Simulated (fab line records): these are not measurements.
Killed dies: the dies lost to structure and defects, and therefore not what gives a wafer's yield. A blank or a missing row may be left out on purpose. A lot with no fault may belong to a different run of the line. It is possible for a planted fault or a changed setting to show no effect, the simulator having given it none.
Matching of chambers -- flow gf180mcu -- 4 sister chambers for GF_V4_ETCH_16 on rie_diel-04
The step etches BARC in N2/H2. 22 wafers are shown with their chamber, then 11 later ones without.

WAFERS PAIRED WITH THEIR CHAMBERS
wafer,chamber,drypump_motor_current_A (A),oes_product_au (a.u.),n2_flow_sccm (sccm)
L075.3,1,5.4,0.854,100.13
L075.4,2,5.0,0.852,100.48
L075.5,2,5.0,0.858,100.40
L077.1,3,5.8,0.857,100.08
L077.2,2,5.0,0.857,100.17
L077.6,2,5.0,0.852,100.36
L079.2,3,5.9,0.862,99.82
L079.5,1,5.4,0.852,100.12
L079.6,2,5.0,0.856,100.32
L081.1,0,6.5,0.865,99.83
L081.4,2,5.0,0.853,100.27
L081.6,2,5.0,0.861,100.30
L082.3,1,5.4,0.863,100.57
L082.4,2,5.0,0.857,100.24
L082.5,1,5.4,0.861,100.23
L087.3,3,5.8,0.851,99.99
L087.4,1,5.4,0.850,100.49
L087.5,2,5.0,0.858,99.45
L089.3,1,5.4,0.853,99.70
L089.4,3,5.9,0.862,100.11
L089.5,1,5.4,0.851,99.85
L090.1,2,5.0,0.857,99.94

SIGNATURES, as means of the wafers listed above
reading,chamber 0,chamber 1,chamber 2,chamber 3,scatter within a chamber
drypump_motor_current_A,6.500,5.400,5.000,5.850,0.0236
oes_product_au,0.86500,0.85486,0.85610,0.85800,0.00418
n2_flow_sccm,99.8300,100.1557,100.1930,100.0000,0.284
Rule: a wafer lies at a distance from a chamber equal to the root of the sum of squares, over the readings, of (its reading less the chamber's mean, divided by the reading's scatter). The wafer belongs to the nearest chamber; if the next one is less than 2 further off, it can't be placed. The scatter: the root of (the sum of the squares of (reading less its chamber's mean) over the shown wafers, divided by (wafers less chambers)).

WAFERS WITH NO CHAMBER GIVEN
wafer,drypump_motor_current_A (A),oes_product_au (a.u.),n2_flow_sccm (sccm)
L090.3,6.6,0.862,99.93
L090.6,5.0,0.856,99.99
L092.3,5.9,0.853,99.92
L092.5,6.5,0.841,100.29
L092.6,5.4,0.858,99.82
L096.2,5.9,0.861,99.74
L096.3,6.5,0.852,99.96
L096.6,5.0,0.844,100.31
L097.2,5.9,0.859,99.74
L097.5,5.0,0.854,100.08
L097.6,5.9,0.861,99.65

THE CHAMBER EACH PASSED THROUGH
wafer,from the rows above,in truth
L090.3,0,0
L090.6,2,2
L092.3,3,3
L092.5,0,0
L092.6,1,1
L096.2,3,3
L096.3,0,0
L096.6,2,2
L097.2,3,3
L097.5,2,2
L097.6,3,3
Correctly placed: 11 of 11. Not placeable from these rows: 0. Wrongly placed: 0.
